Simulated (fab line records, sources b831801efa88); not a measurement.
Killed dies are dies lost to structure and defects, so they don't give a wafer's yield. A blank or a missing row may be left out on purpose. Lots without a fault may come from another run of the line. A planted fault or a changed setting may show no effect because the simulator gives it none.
Chamber matching | flow gf180mcu | GF_CONTACT_CMP_27 on cmp-01: 4 sister chambers
The step polishes, stops on SiO2, t overpolish 15 s, target thk 0 nm. 14 wafers are shown with their chamber, then 7 later ones without.

WAFERS WITH THEIR CHAMBER
wafer  | chamber | time_to_endpoint_s (s) | motor_current_A (A) | overpolish_run_s (s)
L941.2 | 1       | 68                     | 9.4                 | 15.004
L941.5 | 1       | 68                     | 9.0                 | 15.010
L941.6 | 2       | 74                     | 10.9                | 14.997
L943.1 | 3       | 63                     | 9.0                 | 14.997
L943.5 | 0       | 67                     | 11.3                | 14.992
L943.6 | 3       | 65                     | 9.8                 | 14.997
L948.1 | 3       | 69                     | 9.9                 | 14.998
L948.3 | 2       | 80                     | 10.5                | 14.992
L948.6 | 2       | 77                     | 10.7                | 15.009
L951.1 | 2       | 74                     | 11.0                | 14.993
L951.3 | 0       | 67                     | 11.5                | 14.982
L951.4 | 1       | 69                     | 10.1                | 15.000
L953.2 | 2       | 77                     | 11.1                | 15.002
L953.3 | 3       | 67                     | 9.4                 | 15.003

SIGNATURES (means of the wafers above)
reading            | chamber 0 | chamber 1 | chamber 2 | chamber 3 | scatter within a chamber
time_to_endpoint_s | 67.00     | 68.33     | 76.40     | 66.00     | 2.14
motor_current_A    | 11.400    | 9.500     | 10.840    | 9.525     | 0.371
overpolish_run_s   | 14.98700  | 15.00467  | 14.99860  | 14.99875  | 0.00568
Rule: a wafer's distance from a chamber is the root of the sum, over the readings, of the square of ((its reading less the chamber's mean) divided by the reading's scatter). The wafer belongs to the nearest chamber; if the next one is less than 2 further off, it can't be placed. The scatter: the root of (the sum of the squares of (reading less its chamber's mean) over the shown wafers, divided by (wafers less chambers)).

WAFERS WITHOUT THEIR CHAMBER
wafer  | time_to_endpoint_s (s) | motor_current_A (A) | overpolish_run_s (s)
L953.4 | 67                     | 11.3                | 14.992
L956.1 | 66                     | 9.4                 | 15.019
L956.2 | 69                     | 11.6                | 14.995
L956.5 | 70                     | 11.3                | 14.994
L960.2 | 75                     | 11.1                | 14.997
L960.4 | 69                     | 9.9                 | 14.994
L960.5 | 72                     | 9.6                 | 15.001

WHICH CHAMBER EACH WENT THROUGH
wafer  | from the rows above     | in truth
L953.4 | 0                       | 0
L956.1 | can't be placed: 1 or 3 | 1
L956.2 | 0                       | 0
L956.5 | can't be placed: 0 or 2 | 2
L960.2 | 2                       | 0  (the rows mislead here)
L960.4 | can't be placed: 3 or 1 | 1
L960.5 | can't be placed: 1 or 3 | 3
Placed correctly: 2 of 7. Can't be placed from these rows: 4 (the true chamber is among the candidates in 4). Placed wrongly: 1.
